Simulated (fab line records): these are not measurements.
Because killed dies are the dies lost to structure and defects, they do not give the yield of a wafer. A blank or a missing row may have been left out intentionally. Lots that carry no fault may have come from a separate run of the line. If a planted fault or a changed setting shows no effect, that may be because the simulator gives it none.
fab line records + flow sky130
record
- lots=12
- wafers=36
- last_day=49
route steps=708 shown FIELD_ISO@26 VT_ADJUST_HVTP@94 VT_ADJUST_LVTN@104
lots untouched by any fault: they come from a run of this same line in which no faults occurred
start_h: the number of hours between the record's first day and the start of the first shown wafer of the lot + wait_h: hours from the lot's prior step to this one + " unchanged from the row above + L1.1+2: a row that stands for several wafers + - value missing, or start not given + * or withheld: withheld + < > ~ a bound
route shown NAME@n: names a module that has steps shown in the file, with the first one's number in the route + usual: mean and standard deviation over wafers with no fault + same: alike in all rows + chamber/n: place in a boat + sites: each site's reading + _std_site: their standard deviation + _edge_site: outer sites' mean less inner sites' + radius_mm: for every site, how far away it sits from the centre of the wafer + mask NAME#n: copy n + behind: the tool/chamber that last shaped the wafer + hold: the reason the lot was held/the length of the hold in hours/how it ended + device: the n, p or np transistor that did not switch + end of line: the tests these same wafers got at the end of their route + a step with no rows: only its recipe + killed: at the first sort, the dies lost to defects and structure; wafer yield is something else + map: a wafer's dies, x killed, . not, _ none there
set.NAME: the run value of the setting; set.NAME@STEP: its run value at that earlier step + model.NAME: the simulator's own value behind a step, which no gauge read
the route's steps for a sample of lots (tables are steps, rows are wafers)
services: from which hour (start_h, from the record's first day; less than 0 if before it) a tool's chamber was out of use, for how many hours, and why
## steps
# step SKY_FIELD_ISO_THK_MEAS_25
# recipe
- reads=SiO2_of_FIELD_ISO_CVD_24
# usual
- FIELD_ISO_CVD_24_THK=595/5.1
| lot.wafer | tool          | chamber | start_h | wait_h | FIELD_ISO_CVD_24_THK[nm] |
|-----------|---------------|---------|---------|--------|--------------------------|
| L910.1    | film_metro-04 | -       | 34.50   | 0.0    | 588                      |
| L910.2    | "             | -       | "       | "      | 590                      |
| L910.5    | "             | -       | "       | "      | 595                      |
| L911.2    | film_metro-03 | -       | 38.62   | 0.0    | 590                      |
| L911.3    | "             | -       | "       | "      | 589                      |
| L911.6    | "             | -       | "       | "      | 592                      |
| L913.1    | film_metro-04 | -       | 45.70   | 0.0    | 595                      |
| L913.2    | "             | -       | "       | "      | 591                      |
| L913.5    | "             | -       | "       | "      | 594                      |
| L914.4    | film_metro-01 | -       | 52.83   | 0.0    | 592                      |
| L914.5    | "             | -       | "       | "      | 597                      |
| L914.6    | "             | -       | "       | "      | 590                      |
| L915.1    | film_metro-03 | -       | 60.70   | 0.0    | 591                      |
| L915.2    | "             | -       | "       | "      | 594                      |
| L915.6    | "             | -       | "       | "      | 593                      |
| L919.1    | film_metro-03 | -       | 81.63   | 0.0    | 594                      |
| L919.5    | "             | -       | "       | "      | 593                      |
| L919.6    | "             | -       | "       | "      | 598                      |
| L922.1    | film_metro-01 | -       | 98.77   | 0.0    | 598                      |
| L922.3    | "             | -       | "       | "      | 602                      |
| L922.5    | "             | -       | "       | "      | 598                      |
| L923.1    | film_metro-03 | -       | 104.42  | 0.0    | 598                      |
| L923.3    | "             | -       | "       | "      | 599                      |
| L923.5    | "             | -       | "       | "      | 593                      |
| L924.1    | film_metro-01 | -       | 105.49  | 0.0    | 606                      |
| L924.2    | "             | -       | "       | "      | 594                      |
| L924.5    | "             | -       | "       | "      | 594                      |
| L925.1    | film_metro-01 | -       | 112.47  | 0.0    | 594                      |
| L925.5    | "             | -       | "       | "      | 599                      |
| L925.6    | "             | -       | "       | "      | 599                      |
| L926.1    | film_metro-03 | -       | 118.07  | 0.0    | 596                      |
| L926.2    | "             | -       | "       | "      | 588                      |
| L926.4    | "             | -       | "       | "      | 593                      |
| L928.2    | film_metro-03 | -       | 125.65  | 0.0    | 588                      |
| L928.3    | "             | -       | "       | "      | 592                      |
| L928.4    | "             | -       | "       | "      | 596                      |
# step SKY_FIELD_ISO_CMP_27
# recipe
- stop_on=Si3N4
- t_overpolish_s=16
- down_force_psi=4
- platen_rpm=60
- target_thk_nm=457.8
- pad_velocity_m_s=0.94248
# usual
- head_pressure_psi=4.001/0.0081
- motor_current_A=11.7/1.7
- overpolish_run_s=16.000/0.0099
- slurry_filter_dp_kPa=13.48/0.12
- time_to_endpoint_s=112/4.1
| lot.wafer | tool   | chamber | start_h | wait_h | head_pressure_psi | motor_current_A | overpolish_run_s | slurry_filter_dp_kPa | time_to_endpoint_s |
|-----------|--------|---------|---------|--------|-------------------|-----------------|------------------|----------------------|--------------------|
| L910.2    | cmp-02 | 0       | 36.06   | 0.0    | 4.008             | 10.2            | 16.012           | 13.49                | 111                |
| L910.1    | "      | 3       | "       | "      | 4.006             | 11.6            | 16.000           | 13.43                | 109                |
| L910.5    | "      | 1       | "       | "      | 4.006             | 13.2            | 16.002           | 13.58                | 120                |
| L911.2    | cmp-02 | 2       | 40.17   | 0.0    | 3.998             | 12.9            | 16.004           | 13.69                | 115                |
| L911.3    | "      | 1       | "       | "      | 4.007             | 12.1            | 15.999           | 13.35                | 114                |
| L911.6    | "      | 2       | "       | "      | 4.004             | 13.8            | 16.004           | 13.41                | 118                |
| L913.1    | cmp-02 | 1       | 47.31   | 0.1    | 3.997             | 12.5            | 16.014           | 13.27                | 114                |
| L913.2    | "      | 2       | "       | "      | 4.004             | 13.3            | 16.011           | 13.46                | 110                |
| L913.5    | "      | 0       | "       | "      | 3.991             | 10.7            | 16.007           | 13.69                | 111                |
| L914.4    | cmp-02 | 0       | 54.46   | 0.1    | 4.013             | 10.2            | 16.009           | 13.50                | 116                |
| L914.6    | "      | 2       | "       | "      | 4.010             | 13.9            | 16.001           | 13.46                | 114                |
| L914.5    | "      | 3       | "       | "      | 4.015             | 11.8            | 16.009           | 13.61                | 111                |
| L915.2    | cmp-01 | 2       | 62.31   | 0.1    | 4.017             | 8.2             | 15.989           | 13.41                | 117                |
| L915.1    | "      | 0       | "       | "      | 3.992             | 14.9            | 16.007           | 13.41                | 115                |
| L915.6    | "      | 1       | "       | "      | 3.992             | 10.2            | 15.990           | 13.33                | 117                |
| L919.1    | cmp-02 | 1       | 84.56   | 0.5    | 4.007             | 12.5            | 15.986           | 13.53                | 116                |
| L919.5    | "      | 2       | "       | "      | 4.006             | 13.0            | 16.020           | 13.62                | 113                |
| L919.6    | "      | 3       | "       | "      | 4.011             | 12.1            | 16.007           | 13.40                | 108                |
| L922.1    | cmp-01 | 3       | 100.38  | 0.1    | 3.998             | 12.6            | 16.000           | 13.35                | 112                |
| L922.3    | "      | 1       | "       | "      | 3.986             | 10.6            | 15.996           | 13.72                | 116                |
| L922.5    | "      | 3       | "       | "      | 4.011             | 12.7            | 16.001           | 13.58                | 116                |
| L923.1    | cmp-02 | 1       | 106.90  | 0.1    | 4.005             | 13.1            | 15.980           | 13.48                | 112                |
| L923.3    | "      | 3       | "       | "      | 4.004             | 11.5            | 16.001           | 13.59                | 109                |
| L923.5    | "      | 0       | "       | "      | 4.008             | 10.6            | 15.998           | 13.39                | 108                |
| L924.1    | cmp-02 | 1       | 108.39  | 0.0    | 3.999             | 12.3            | 15.991           | 13.62                | 113                |
| L924.2    | "      | 3       | "       | "      | 4.000             | 11.8            | 15.992           | 13.46                | 110                |
| L924.5    | "      | 2       | "       | "      | 3.998             | 13.5            | 16.003           | 13.42                | 114                |
| L925.1    | cmp-02 | 3       | 114.30  | 0.1    | 4.000             | 11.9            | 16.010           | 13.54                | 107                |
| L925.5    | "      | 1       | "       | "      | 3.991             | 11.7            | 16.005           | 13.38                | 114                |
| L925.6    | "      | 2       | "       | "      | 3.991             | 13.0            | 15.992           | 13.31                | 114                |
| L926.1    | cmp-01 | 1       | 119.63  | 0.0    | 3.995             | 10.6            | 16.025           | 13.35                | 117                |
| L926.2    | "      | 2       | "       | "      | 3.999             | 8.9             | 15.991           | 13.44                | 114                |
| L926.4    | "      | 3       | "       | "      | 3.995             | 12.1            | 15.989           | 13.47                | 112                |
| L928.2    | cmp-01 | 2       | 128.40  | 0.0    | 3.994             | 8.4             | 16.001           | 13.58                | 103                |
| L928.3    | "      | 3       | "       | "      | 3.997             | 13.1            | 15.993           | 13.47                | 106                |
| L928.4    | "      | 1       | "       | "      | 3.992             | 10.8            | 16.003           | 13.49                | 108                |
# step SKY_VT_ADJUST_HVTP_IMPLANT_09
# recipe
- species=As
- energy_kev=150
- dose_cm2=4.3e+12
- tilt_deg=withheld
# usual
- beam_energy_keV=150.00/0.042
| lot.wafer | tool         | chamber | start_h | wait_h | beam_energy_keV |
|-----------|--------------|---------|---------|--------|-----------------|
| L910.1    | implanter-01 | 0       | 122.60  | 0.0    | 150.04          |
| L910.2    | "            | 0       | "       | "      | 150.05          |
| L910.5    | "            | 0       | "       | "      | 150.12          |
| L911.2    | implanter-04 | 0       | 129.91  | 0.0    | 149.92          |
| L911.3    | "            | 0       | "       | "      | 150.03          |
| L911.6    | "            | 0       | "       | "      | 150.01          |
| L913.1    | implanter-04 | 0       | 136.65  | 0.0    | 149.97          |
| L913.2    | "            | 0       | "       | "      | 149.94          |
| L913.5    | "            | 0       | "       | "      | 149.97          |
| L914.4    | implanter-04 | 0       | 146.26  | 0.1    | 149.95          |
| L914.5    | "            | 0       | "       | "      | 150.02          |
| L914.6    | "            | 0       | "       | "      | 149.99          |
| L915.1    | implanter-04 | 0       | 155.23  | 0.0    | 149.97          |
| L915.2    | "            | 0       | "       | "      | 150.04          |
| L915.6    | "            | 0       | "       | "      | 150.03          |
| L919.1    | implanter-04 | 0       | 184.10  | 0.0    | 150.02          |
| L919.5    | "            | 0       | "       | "      | 150.01          |
| L919.6    | "            | 0       | "       | "      | 150.04          |
| L922.1    | implanter-03 | 0       | 203.50  | 0.0    | 150.00          |
| L922.3    | "            | 0       | "       | "      | 150.02          |
| L922.5    | "            | 0       | "       | "      | 150.03          |
| L923.1    | implanter-01 | 0       | 211.03  | 0.0    | 149.97          |
| L923.3    | "            | 0       | "       | "      | 149.98          |
| L923.5    | "            | 0       | "       | "      | 149.98          |
| L924.1    | implanter-03 | 0       | 212.98  | 0.0    | 149.99          |
| L924.2    | "            | 0       | "       | "      | 149.98          |
| L924.5    | "            | 0       | "       | "      | 149.95          |
| L925.1    | implanter-03 | 0       | 218.90  | 0.0    | 135.63          |
| L925.5    | "            | 0       | "       | "      | 135.55          |
| L925.6    | "            | 0       | "       | "      | 135.63          |
| L926.1    | implanter-03 | 0       | 225.68  | 0.0    | 135.58          |
| L926.2    | "            | 0       | "       | "      | 135.57          |
| L926.4    | "            | 0       | "       | "      | 135.68          |
| L928.2    | implanter-01 | 0       | 237.16  | 0.0    | 149.99          |
| L928.3    | "            | 0       | "       | "      | 149.96          |
| L928.4    | "            | 0       | "       | "      | 149.98          |
# step SKY_VT_ADJUST_HVTP_TW_MEAS_11
# usual
- VT_ADJUST_HVTP_TW=1345/5.8
| lot.wafer | tool          | chamber | start_h | wait_h | VT_ADJUST_HVTP_TW |
|-----------|---------------|---------|---------|--------|-------------------|
| L910.1    | film_metro-02 | -       | 122.85  | 0.1    | 1340              |
| L910.2    | "             | -       | "       | "      | 1343              |
| L910.5    | "             | -       | "       | "      | 1347              |
| L911.2    | film_metro-02 | -       | 130.14  | 0.1    | 1357              |
| L911.3    | "             | -       | "       | "      | 1349              |
| L911.6    | "             | -       | "       | "      | 1346              |
| L913.1    | film_metro-02 | -       | 136.90  | 0.1    | 1353              |
| L913.2    | "             | -       | "       | "      | 1346              |
| L913.5    | "             | -       | "       | "      | 1349              |
| L914.4    | film_metro-04 | -       | 146.46  | 0.1    | 1343              |
| L914.5    | "             | -       | "       | "      | 1340              |
| L914.6    | "             | -       | "       | "      | 1344              |
| L915.1    | film_metro-04 | -       | 155.48  | 0.1    | 1353              |
| L915.2    | "             | -       | "       | "      | 1353              |
| L915.6    | "             | -       | "       | "      | 1352              |
| L919.1    | film_metro-04 | -       | 184.39  | 0.1    | 1344              |
| L919.5    | "             | -       | "       | "      | 1351              |
| L919.6    | "             | -       | "       | "      | 1344              |
| L922.1    | film_metro-04 | -       | 203.75  | 0.1    | 1349              |
| L922.3    | "             | -       | "       | "      | 1353              |
| L922.5    | "             | -       | "       | "      | 1342              |
| L923.1    | film_metro-02 | -       | 211.28  | 0.1    | 1345              |
| L923.3    | "             | -       | "       | "      | 1340              |
| L923.5    | "             | -       | "       | "      | 1344              |
| L924.1    | film_metro-02 | -       | 213.23  | 0.1    | 1343              |
| L924.2    | "             | -       | "       | "      | 1339              |
| L924.5    | "             | -       | "       | "      | 1346              |
| L925.1    | film_metro-02 | -       | 219.15  | 0.1    | 1303              |
| L925.5    | "             | -       | "       | "      | 1298              |
| L925.6    | "             | -       | "       | "      | 1300              |
| L926.1    | film_metro-02 | -       | 225.98  | 0.1    | 1301              |
| L926.2    | "             | -       | "       | "      | 1308              |
| L926.4    | "             | -       | "       | "      | 1304              |
| L928.2    | film_metro-04 | -       | 237.43  | 0.1    | 1343              |
| L928.3    | "             | -       | "       | "      | 1342              |
| L928.4    | "             | -       | "       | "      | 1349              |
# step SKY_VT_ADJUST_LVTN_OVL_MEAS_07
# usual
- VT_ADJUST_LVTN_OVL=-1.7/1.3
| lot.wafer | tool       | chamber | start_h | wait_h | VT_ADJUST_LVTN_OVL[nm] |
|-----------|------------|---------|---------|--------|------------------------|
| L910.1    | overlay-02 | -       | 140.81  | -      | -1.5                   |
| L910.2    | "          | -       | "       | "      | -1.9                   |
| L910.5    | "          | -       | "       | "      | -2.4                   |
| L911.2    | overlay-01 | -       | 149.35  | -      | -1.1                   |
| L911.3    | "          | -       | "       | "      | -2.7                   |
| L911.6    | "          | -       | "       | "      | -0.7                   |
| L913.1    | overlay-02 | -       | 156.31  | -      | -1.1                   |
| L913.2    | "          | -       | "       | "      | -2.2                   |
| L913.5    | "          | -       | "       | "      | -3.0                   |
| L914.4    | overlay-01 | -       | 166.58  | -      | -0.9                   |
| L914.5    | "          | -       | "       | "      | -1.7                   |
| L914.6    | "          | -       | "       | "      | -1.5                   |
| L915.1    | overlay-02 | -       | 175.79  | -      | -2.9                   |
| L915.2    | "          | -       | "       | "      | -2.6                   |
| L915.6    | "          | -       | "       | "      | -1.3                   |
| L919.1    | overlay-02 | -       | 206.01  | -      | -2.2                   |
| L919.5    | "          | -       | "       | "      | -3.5                   |
| L919.6    | "          | -       | "       | "      | -3.3                   |
| L922.1    | overlay-02 | -       | 226.04  | -      | -0.6                   |
| L922.3    | "          | -       | "       | "      | -1.2                   |
| L922.5    | "          | -       | "       | "      | -2.3                   |
| L923.1    | overlay-02 | -       | 233.54  | -      | -3.9                   |
| L923.3    | "          | -       | "       | "      | -5.6                   |
| L923.5    | "          | -       | "       | "      | -3.5                   |
| L924.1    | overlay-02 | -       | 235.81  | -      | -2.2                   |
| L924.2    | "          | -       | "       | "      | -3.5                   |
| L924.5    | "          | -       | "       | "      | -1.3                   |
| L925.1    | overlay-02 | -       | 241.24  | -      | -1.8                   |
| L925.5    | "          | -       | "       | "      | -0.6                   |
| L925.6    | "          | -       | "       | "      | -2.4                   |
| L926.1    | overlay-01 | -       | 248.76  | -      | -2.2                   |
| L926.2    | "          | -       | "       | "      | -2.2                   |
| L926.4    | "          | -       | "       | "      | -1.3                   |
| L928.2    | overlay-02 | -       | 261.02  | -      | -0.7                   |
| L928.3    | "          | -       | "       | "      | -0.3                   |
| L928.4    | "          | -       | "       | "      | -0.7                   |
## services
| tool         | chamber | start_h | hours | kind   |
|--------------|---------|---------|-------|--------|
| cmp-02       | -       | 39.02   | 0.5   | repair |
| implanter-04 | -       | 40.26   | 2.8   | repair |
| cmp-01       | -       | 40.86   | 3.5   | repair |
| implanter-03 | -       | 52.27   | 1.5   | repair |
| cmp-02       | -       | 58.08   | 0.6   | repair |
| implanter-03 | -       | 59.05   | 4.9   | pm     |
| cmp-02       | -       | 64.00   | 4.0   | pm     |
| implanter-03 | -       | 65.30   | 4.9   | repair |
| cmp-01       | -       | 75.75   | 6.7   | pm     |
| implanter-01 | -       | 102.01  | 0.8   | repair |
| implanter-04 | -       | 130.70  | 1.7   | repair |
| cmp-01       | -       | 131.56  | 0.3   | repair |
| implanter-03 | -       | 161.52  | 3.8   | repair |
| cmp-01       | -       | 164.69  | 0.9   | repair |
| implanter-03 | -       | 170.05  | 3.0   | pm     |
| implanter-04 | -       | 171.53  | 2.1   | pm     |
| implanter-03 | -       | 173.32  | 12.2  | repair |
| cmp-01       | -       | 174.76  | 3.3   | pm     |
| cmp-01       | -       | 178.96  | 0.8   | repair |
| cmp-01       | -       | 189.56  | 0.4   | repair |
| cmp-01       | -       | 191.69  | 1.0   | repair |
| cmp-01       | -       | 193.74  | 2.0   | repair |
| implanter-04 | -       | 194.55  | 3.2   | pm     |
| cmp-01       | -       | 223.40  | 15.6  | pm     |
## key
first_sign
- step=SKY_VT_ADJUST_HVTP_IMPLANT_09
- reading=beam_energy_keV
- direction=down
- sigmas=99+
- usual=*
- struck=*
effect
- step=SKY_VT_ADJUST_HVTP_TW_MEAS_11
- reading=VT_ADJUST_HVTP_TW
- direction=down
- sigmas=7.4
- usual=1345
- struck=1302
met_at SKY_VT_ADJUST_HVTP_IMPLANT_09
struck_lots L925,L926
tester_left_out L925,L926
not_acting_at SKY_FIELD_ISO_THK_MEAS_25,SKY_FIELD_ISO_CMP_27,SKY_VT_ADJUST_LVTN_OVL_MEAS_07
onset_between 212.98 218.90
fault
- kind=process_parameter_drift
- tool=implanter-03
- chamber=-
- onset_h=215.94
- steps=SKY_VT_ADJUST_HVTP_IMPLANT_09
- channel=energy_kev
- offset=*
- shape=step
- end_h=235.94
- acts_in=*
- stated=*
# tester_left_out: of these lots the tester's yield and bins aren't shown, on N5 and GAA mostly nor the transistor test; their killed dies are dies lost to structure and defects alone, not to doping, threshold or leakage, so they don't give the yield
